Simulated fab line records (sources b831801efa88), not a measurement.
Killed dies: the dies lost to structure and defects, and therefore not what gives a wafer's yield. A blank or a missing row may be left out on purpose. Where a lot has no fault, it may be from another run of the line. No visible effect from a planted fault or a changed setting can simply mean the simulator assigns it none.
2 desks, one fault -- flow gf180mcu -- each desk has only its own numbers; what lay behind them comes last

METROLOGY DESK
What the gauges read, lot by lot, whatever tool the lot ran on: means of the sampled wafers that have a number. The brackets show how far a lot's mean lies from the usual mean; more than 4 standard deviations puts the lot out of limits, marked OUT.
Columns: A = PASSIVATION_BOW at GF_PASSIVATION_BOW_MEAS_14, usual 133 um
lot,first seen here,A
L815,day 28 19:40,122
L817,day 29 20:14,137
L821,day 31 00:55,139
L822,day 31 04:15,147
L823,day 31 08:13,139
L824,day 31 10:47,124
L827,day 32 11:45,111
L829,day 32 22:39,123
L835,day 34 02:24,119
L834,day 34 04:58,134
L836,day 34 10:21,146
L837,day 34 17:47,134
Result from this desk: across the 12 lots, nothing is out of limits.

TOOL OWNER'S DESK, rie metal-03
The tool's own readings at GF_M4_METAL_ETCH_16 (etches the open film in Cl2/BCl3, stops on SiO2, target depth 750.8 nm, time 125.1 s): means of the sampled wafers that have a number, for each lot that ran on this tool. The brackets show how far a lot's mean lies from the usual mean; more than 4 standard deviations puts the lot out of limits, marked OUT.
Columns: A = bcl3 flow sccm at GF_M4_METAL_ETCH_16, usual 40.01 sccm; B = drypump motor current A at GF_M4_METAL_ETCH_16, usual 5.95 A; C = oes product au at GF_M4_METAL_ETCH_16, usual 0.993 a.u.; D = throttle valve pct at GF_M4_METAL_ETCH_16, usual 28.227 %
lot,first seen here,A,B,C,D
L815,day 23 00:50,40.07,5.87,0.991,28.220
L821,day 25 22:02,40.09,5.92,0.997,28.226
L823,day 26 02:19,39.94,5.94,0.994,28.225
L824,day 26 04:38,39.87,5.87,0.998,28.231
L834,day 29 17:11,39.99,5.91,0.991,28.228
L837,day 30 06:07,39.94,5.88,0.984,28.230
Result from this desk: across the 6 lots, nothing is out of limits.

TAKEN TOGETHER
Metrology desk: nothing out of limits seen.
The tool owner's desk saw nothing out of limits.

WHAT THE SIMULATOR HAD INSERTED
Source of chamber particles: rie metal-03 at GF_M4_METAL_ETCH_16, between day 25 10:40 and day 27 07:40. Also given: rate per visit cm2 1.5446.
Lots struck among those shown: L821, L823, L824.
